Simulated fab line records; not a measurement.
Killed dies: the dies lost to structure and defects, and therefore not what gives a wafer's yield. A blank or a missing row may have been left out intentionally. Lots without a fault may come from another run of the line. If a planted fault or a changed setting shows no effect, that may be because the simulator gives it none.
Comparing a struck lot with a sound one	flow sky130	38 steps out of a route of 708
Sound: these wafers, L198.1, L198.2, L198.5. Struck: wafer L206.6 (L206.3, L206.5, from the same lot, were not struck and are left out); the cause is given at the end.
For every step that has rows: the tool of each side, followed by ch and its chambers, followed by its first start. Under that, the readings that differ: sound wafers	struck wafers	difference of the means	sigmas: that difference in standard deviations of wafers without a fault.
alike: a reading whose means differ by less than 2 such deviations, as well as words and numbers matching on both sides. not compared: withheld readings; readings where some wafer has no value; bounds like >300 that might hide an equal value; numbers whose values overlap and for which the record gives no deviation.
The two part at a step that has a row with sigmas, a row that says differs or no value, or rows on one side only. When numbers do not overlap yet have no deviation, they are printed without sigmas and do not part them. A reading that every wafer of one side lacks parts them only if that side has two wafers or more.

first, 9 steps without rows for these wafers: SKY_VIA2_SPUTTER_20 (material TiN, target thk 20 nm, time 80 s); SKY_VIA2_CVD_21 (deposits W, target thk 420 nm, time 126.4 s); SKY_VIA2_CMP_24 (polishes, stops on SiO2, t overpolish 20 s, target thk 0 nm); SKY_METAL3_SPUTTER_00 (material Ti, target thk 15 nm, time 10 s); SKY_METAL3_SPUTTER_01 (material TiN, target thk 20 nm, time 16.7 s); SKY_METAL3_SPUTTER_02 (material AlCu, target thk 735 nm, time 39.1 s); SKY_METAL3_SPUTTER_03 (material Ti, target thk 5 nm, time 3.3 s); SKY_METAL3_SPUTTER_04 (material TiN, target thk 70 nm, time 58.3 s); SKY_CAPM_CVD_00 (deposits SiO2, target thk 15.5 nm).
SKY_CAPM_SPUTTER_02: material TiN, target thk 200 nm, time 166.7 s.
  sound on pvd-sputter-03 at day 39 17:00; struck on pvd-sputter-03 at day 41 15:00
reading	sound	struck	difference	sigmas
model.TiN_of_CAPM_SPUTTER_02.thk-nm (nm)	199 198.5 197.1	185.8	-12.4	
  alike: throttle-valve-pct
SKY_CAPM_RS_MEAS_03: measurement is done with a four-point probe.
  sound on film-metro-03 at day 39 17:07; struck on film-metro-03 at day 41 15:09
reading	sound	struck	difference	sigmas
CAPM_TIN_RS (ohm/sq)	6.94 6.96 7.01	7.46	+0.49	+6
SKY_CAPM_THK_MEAS_04: measures by xrf.
  sound on film-metro-03 at day 39 17:14; struck on film-metro-03 at day 41 15:15
reading	sound	struck	difference	sigmas
CAPM_TIN_THK (nm)	193.7 194.3 191.6	180.8	-12.4	-5
then, 7 steps without rows for these wafers: SKY_CAPM_DEHYDRATE_05 (time 60 s); SKY_CAPM_HMDS_06 (prime time 60 s); SKY_CAPM_COAT_07 (resist thk 1140 nm); SKY_CAPM_SOFTBAKE_08 (time 60 s); SKY_CAPM_EXPOSE_09 (exposes mask CAPM, target cd 1000 nm); SKY_CAPM_PEB_10; SKY_CAPM_DEVELOP_11 (develop time 60 s).
SKY_CAPM_METAL_ETCH_13: etches TiN in Cl2/BCl3, stops on SiO2, target depth 220 nm, time 62.9 s.
  sound on rie-metal-02 ch 0,1, day 40 16:58; struck on rie-metal-02 ch 1, day 42 14:28
reading	sound	struck	difference	sigmas
oes-product-au (a.u.)	0.937 0.930 0.928	0.905	-0.027	-3
  alike: bias-w, drypump-motor-current-A, throttle-valve-pct
  not compared: rf-hours-counter-h
then, 16 steps without rows for these wafers: SKY_CAPM_STRIP_14 (strips in O2/N2); SKY_CAPM_STRIP_15 (strips in post etch residue remover, time 1200 s); SKY_CAPM_CLEAN_16 (cleans in IPA, time 180 s); SKY_CAPM_CLEAN_17 (cleans in O3/DIW); SKY_METAL3_DEHYDRATE_05 (time 60 s); SKY_METAL3_HMDS_06 (prime time 60 s); SKY_METAL3_COAT_07 (resist thk 60 nm); SKY_METAL3_COAT_08 (resist thk 1140 nm); SKY_METAL3_SOFTBAKE_09 (time 90 s); SKY_METAL3_EXPOSE_10 (exposes mask MM3, target cd 300 nm); SKY_METAL3_PEB_11; SKY_METAL3_DEVELOP_12 (develop time 60 s); SKY_METAL3_DESCUM_15 (chemistry O2, time 8 s); SKY_METAL3_ETCH_16 (etches BARC in N2/H2, stops on SiO2, time 88.2 s, target depth 60 nm); SKY_METAL3_ETCH_17 (etches SiO2 in C4F8/O2/Ar, stops on TiN, time 3.9 s, target depth 15 nm); SKY_METAL3_METAL_ETCH_18 (etches the open film in Cl2/BCl3, stops on SiO2, target depth 845 nm, time 183.1 s).
SKY_METAL3_STRIP_20: strips in post etch residue remover, time 1200 s.
  sound on wet-bench-04 ch 0, day 41 17:59; struck on wet-bench-04 ch 2, day 43 15:12
reading	sound	struck	difference	sigmas
bath-heat-duty-pct (%)	17.2 15.9 17.1	13.0	-3.7	-2
model.TiN_of_CAPM_SPUTTER_02.thk-nm (nm)	198.2 197.7 196.3	185	-12	
-- the record jumps here: 6 days lie between the struck wafers' starts before and after (it left off in module METAL3 and takes up again in module PAD_OPEN, whose first step shown is number 708 of the route) --
SKY_PAD_OPEN_PROBE_99:
  sound on prober-02 at day 48 11:25; struck on prober-02 at day 49 22:50
reading	sound	struck	difference	sigmas
model.etest.cap-mim.plate-ohm-sq	6.048 6.022 6.138	6.488	+0.419	
  alike: defect-limited-yield, killed_at_M0_to_M3, killed_at_M4_up, killed-at-contacts, killed-at-front-end, killed-at-other, killed-dies, killed-open, killed-short, sort_bin_3_pad_short, sort_bin_5_function, sort_bin_6_memory, sort-n-pass, sort-yield-pct

WHERE THEY PART
Last at SKY_METAL3_STRIP_20 as far as this record goes, first at SKY_CAPM_RS_MEAS_03. Later steps at which nothing parts them and some readings are alike: SKY_PAD_OPEN_PROBE_99.

WHY: what the simulator had put in
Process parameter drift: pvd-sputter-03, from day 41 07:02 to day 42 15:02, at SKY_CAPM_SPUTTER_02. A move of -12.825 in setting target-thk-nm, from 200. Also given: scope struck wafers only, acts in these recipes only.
